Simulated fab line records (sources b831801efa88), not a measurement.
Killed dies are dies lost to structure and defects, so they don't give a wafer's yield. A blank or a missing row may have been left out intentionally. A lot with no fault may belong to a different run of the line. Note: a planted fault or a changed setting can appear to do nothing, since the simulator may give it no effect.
2 desks looking at one fault || flow gf180mcu || each desk holds nothing but its own numbers, with what lay behind them at the end

## FOR THE TOOL OWNER'S DESK: pvd-sputter-01
The tool's own readings at GF_MIM_SPUTTER_08 (material AlCu, target thk 200 nm, time 10.6 s): means of the sampled wafers that have a number, for each lot that ran on this tool. The brackets show how far a lot's mean lies from the usual mean; more than 4 standard deviations puts the lot out of limits, marked OUT.
Columns: A = cathode-dc-power-W at GF_MIM_SPUTTER_08, usual 10600 W; B = throttle-valve-pct at GF_MIM_SPUTTER_08, usual 29.8 %
{"lot": "L968", "first seen here": "day 26 05:47", "A": 10600, "B": 29.2}
{"lot": "L971", "first seen here": "day 27 08:14", "A": "10417 (-99 or more) OUT", "B": 30.1}
This desk finds L971 out of limits, L971 being first, at day 27 08:14 (cathode-dc-power-W at GF_MIM_SPUTTER_08). Within limits: L968.

## THE METROLOGY DESK
Lot by lot, what the gauges showed, no matter which tool ran the lot: averages of those sampled wafers that carry a number. The brackets show how far a lot's mean lies from the usual mean; more than 4 standard deviations puts the lot out of limits, marked OUT.
Columns: A = V4_OVL at GF_V4_OVL_MEAS_15, usual 2 nm; B = MIM_ALCU_RS at GF_MIM_RS_MEAS_10, usual 0.1603 ohm/sq; C = MIM_ALCU_THK at GF_MIM_THK_MEAS_11, usual 202.3 nm
{"lot": "L964", "first seen here": "day 24 21:58", "A": 1, "B": 0.1628, "C": 200.1}
{"lot": "L968", "first seen here": "day 26 03:59", "A": -5, "B": 0.1589, "C": 204.0}
{"lot": "L971", "first seen here": "day 27 06:29", "A": 9, "B": 0.1622, "C": 200.4}
{"lot": "L975", "first seen here": "day 28 15:46", "A": 4, "B": 0.1605, "C": 201.8}
{"lot": "L976", "first seen here": "day 28 16:53", "A": -8, "B": 0.1627, "C": 198.9}
{"lot": "L978", "first seen here": "day 29 10:04", "A": 5, "B": 0.1584, "C": 204.2}
{"lot": "L982", "first seen here": "day 30 13:31", "A": -7, "B": 0.1587, "C": 204.8}
{"lot": "L983", "first seen here": "day 30 18:11", "A": 1, "B": 0.1598, "C": 202.7}
{"lot": "L984", "first seen here": "day 30 21:31", "A": -12, "B": 0.1597, "C": 203.6}
{"lot": "L985", "first seen here": "day 30 23:55", "A": 10, "B": 0.1606, "C": 202.0}
{"lot": "L986", "first seen here": "day 31 09:53", "A": 1, "B": 0.1613, "C": 202.0}
This desk's finding: nothing out of limits on any of the 11 lots.

## BROUGHT TOGETHER
The tool owner's desk could have raised an alarm at day 27 08:14, on L971.
Nothing out of limits was seen by the metrology desk.
The metrology desk holds a record of L971, inside its limits.
All the named lots went through GF_MIM_SPUTTER_08 on pvd-sputter-01.

## WHAT THE SIMULATOR HAD INSERTED
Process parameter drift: pvd-sputter-01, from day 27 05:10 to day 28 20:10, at GF_MIM_SPUTTER_08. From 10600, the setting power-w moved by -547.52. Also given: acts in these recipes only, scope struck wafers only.
Struck lots among those shown: L971.
Each desk's first reading out of limits, in hours after the fault started: the tool owner's desk, 3.
